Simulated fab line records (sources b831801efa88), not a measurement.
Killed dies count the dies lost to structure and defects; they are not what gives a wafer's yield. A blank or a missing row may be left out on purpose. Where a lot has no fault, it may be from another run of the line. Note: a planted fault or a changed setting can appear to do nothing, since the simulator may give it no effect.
Comparing a struck lot with a sound one + flow gf180mcu + 17 steps out of a route of 602
Sound: these wafers, L291.2, L291.4, L291.5. Wafers L290.3, L290.4, L290.5 were the ones struck. The cause is named last.
Per side, at each step with rows, come the tool, then ch with its chambers, and then its first start. Under that, the readings that differ: sound wafers + struck wafers + difference of the means + sigmas: that difference in standard deviations of wafers without a fault.
alike: readings with means less than 2 such deviations apart, plus words and numbers identical on both sides. not compared: withheld readings, readings lacking a value on some wafer, bounds such as >300 that could conceal the same value, and numbers that have no deviation in the record and whose values overlap.
The two part at a step that has a row with sigmas, a row that says differs or no value, or rows on one side only. Numbers that have no deviation but don't overlap get no sigmas and don't part them. Lack of a reading on every wafer of one side parts them only where that side has two or more wafers.

first, 1 step without rows for these wafers: GF_STI_OXIDATION_01 (stabilise 600 s, purge 300 s, target thk 10 nm).
GF_STI_THK_MEAS_02:
  sound: film metro-04 at day 4 09:31; struck: film metro-02 at day 4 04:52
| reading                | sound          | struck         | difference | sigmas |
|------------------------|----------------|----------------|------------|--------|
| STI_OXIDATION_THK (nm) | 9.40 9.48 9.34 | 8.86 8.88 8.95 | -0.51      | -2     |
then, 1 step without rows for these wafers: GF_STI_CVD_03 (deposits Si3N4 from DCS/NH3, target thk 207.16 nm, time 3551 s).
GF_STI_THK_MEAS_04:
  sound: film metro-01 at day 4 12:20; struck: film metro-04 at day 4 06:55
  alike: STI_CVD_03_THK
then, 7 steps without rows for these wafers: GF_STI_DEHYDRATE_05 (time 60 s); GF_STI_HMDS_06 (prime time 60 s); GF_STI_COAT_07 (resist thk 700 nm); GF_STI_SOFTBAKE_08 (time 60 s); GF_STI_EXPOSE_09 (exposes mask COMP, target cd 220 nm); GF_STI_PEB_10 (peb time 90 s); GF_STI_DEVELOP_11 (develop time 60 s).
GF_STI_CD_MEAS_12 targets a cd of 220 nm.
  sound: cd sem-02 at day 5 02:05; struck: cd sem-02 at day 4 20:41
  alike: cd nm
GF_STI_ETCH_13: etches the open film in CHF3/O2, stops on Si, target depth 282.31 nm, time 112.9 s.
  sound on rie diel-01 ch 2,3, day 5 02:11; struck on rie diel-03 ch 1,2,3, day 4 20:46
  no value came back on the struck wafers for any of 5 readings (O2_flow_sccm (sccm), bias w (W) and others); on the sound wafers O2_flow_sccm (sccm) reads 5.000 4.992 4.998
| reading                              | sound             | struck          | difference | sigmas |
|--------------------------------------|-------------------|-----------------|------------|--------|
| model.KrF_of_STI_COAT_07.thk nm (nm) | 443.4 440.8 444.7 | 687.6 687.3 687 | +244.3     |        |
  not compared: rf hours counter h
GF_STI_ETCH_14: etches Si in HBr/Cl2/O2, target depth 360 nm, time 102.9 s.
  sound on rie si-01 ch 2,3, day 5 02:16; struck on rie si-02 ch 0,1,3, day 4 20:51
| reading                              | sound           | struck            | difference | sigmas |
|--------------------------------------|-----------------|-------------------|------------|--------|
| model.KrF_of_STI_COAT_07.thk nm (nm) | 319 320.9 324.8 | 569.5 569.3 568.3 | +247.5     |        |
  alike: HBr_flow_sccm, O2_flow_sccm, drypump motor current A, oes product au, throttle valve pct
  not compared: rf hours counter h
GF_STI_STRIP_15: strips in O2/N2.
  sound on plasma asher-01 ch 0,1, day 5 02:20; struck on plasma asher-01 ch 0,1, day 4 20:58
| reading                      | sound             | struck            | difference | sigmas |
|------------------------------|-------------------|-------------------|------------|--------|
| oes product au (a.u.)        | 0.390 0.393 0.379 | 0.484 0.486 0.491 | +0.100     | +18    |
| strip time to endpoint s (s) | 3.73 3.74 3.79    | 6.29 6.27 6.27    | +2.52      | +51    |
  alike: drypump motor current A, heater power w
  not compared: rf hours counter h
then, 1 step without rows for these wafers: GF_STI_CLEAN_16 (cleans in dHF, time 25 s).
-- the record jumps here: 28 days lie between the struck wafers' starts before and after (it left off in module STI and takes up again in module PASSIVATION, whose first step shown is number 602 of the route) --
GF_PASSIVATION_PROBE_99:
  rows exist in the record for the struck wafers here (prober-02, day 32 18:47), but not for the sound ones

== WHERE THEY PART ==
Last at GF_PASSIVATION_PROBE_99 as far as this record goes, first at GF_STI_THK_MEAS_02.

WHY: what had been put in by the simulator
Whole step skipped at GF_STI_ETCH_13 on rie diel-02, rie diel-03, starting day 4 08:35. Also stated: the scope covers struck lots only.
